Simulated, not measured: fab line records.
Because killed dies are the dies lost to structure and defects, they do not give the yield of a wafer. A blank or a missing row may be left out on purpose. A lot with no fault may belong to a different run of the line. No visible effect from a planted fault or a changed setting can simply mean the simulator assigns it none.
Which tool is to blame? || flow gf180mcu || 18 wafers from 6 lots sampled at 2 of the route's 602 steps

== WHAT THE GAUGES READ, wafer by wafer ==
GF_HV_LDD_THK_MEAS_55.
{"lot": "L589", "measured": "day 12 14:53", "on": "film-metro-01", "HV_LDD_CVD_54_THK (nm)": "9.89 9.66 9.85"}
{"lot": "L591", "measured": "day 13 10:41", "on": "film-metro-01", "HV_LDD_CVD_54_THK (nm)": "9.78 10.00 9.98"}
{"lot": "L593", "measured": "day 13 22:07", "on": "film-metro-01", "HV_LDD_CVD_54_THK (nm)": "10.30 10.29 10.30"}
{"lot": "L597", "measured": "day 15 08:12", "on": "film-metro-02", "HV_LDD_CVD_54_THK (nm)": "9.88 9.98 9.73"}
{"lot": "L601", "measured": "day 16 18:37", "on": "film-metro-03", "HV_LDD_CVD_54_THK (nm)": "9.86 9.92 9.85"}
{"lot": "L603", "measured": "day 17 16:02", "on": "film-metro-01", "HV_LDD_CVD_54_THK (nm)": "12.50 12.43 12.49"}

== WHICH TOOL RAN EACH LOT (tool, then ch and the chambers of the sampled wafers, then the start) ==
{"lot": "L589", "GF_HV_LDD_CVD_54": "lpcvd-02 ch 0, day 12 13:52"}
{"lot": "L591", "GF_HV_LDD_CVD_54": "lpcvd-02 ch 0, day 13 09:40"}
{"lot": "L593", "GF_HV_LDD_CVD_54": "lpcvd-01 ch 0, day 13 21:06"}
{"lot": "L597", "GF_HV_LDD_CVD_54": "lpcvd-01 ch 0, day 15 07:11"}
{"lot": "L601", "GF_HV_LDD_CVD_54": "lpcvd-02 ch 0, day 16 17:35"}
{"lot": "L603", "GF_HV_LDD_CVD_54": "lpcvd-02 ch 0, day 17 15:01"}
- GF_HV_LDD_CVD_54: deposits SiO2 from TEOS, target thk 10 nm, time 75 s.

== THE ANSWER, worked out from the rows above alone ==
Rule: what is usual is taken from the lots themselves. The widest of any qualifying gaps counts: lots, ordered by their means at a reading, are off when they make up no more than a third of the lots, leave a main group of 4 or more, and stand apart from it by 3 or more times the standard deviation of that group's means. Not used: any main group whose means are identical at the precision the tables above print for the reading. Also off: a lot with no number at a reading for which 4 or more lots have one. The other lots that the step has rows for count as sound.
Off: at GF_HV_LDD_THK_MEAS_55 (HV_LDD_CVD_54_THK), L603. The main group has a mean of 9.95 nm with a standard deviation of 0.18.
If a tool, at a process step before that reading, ran all the lots that are off and no sound lot after the first of them, it fits. Those tools and the gauges at GF_HV_LDD_THK_MEAS_55 are tried in the same way. Can't be told from this: 2 tools fit, lpcvd-02 at GF_HV_LDD_CVD_54, film-metro-01 at GF_HV_LDD_THK_MEAS_55.

== WHAT THE SIMULATOR HAD PUT IN ==
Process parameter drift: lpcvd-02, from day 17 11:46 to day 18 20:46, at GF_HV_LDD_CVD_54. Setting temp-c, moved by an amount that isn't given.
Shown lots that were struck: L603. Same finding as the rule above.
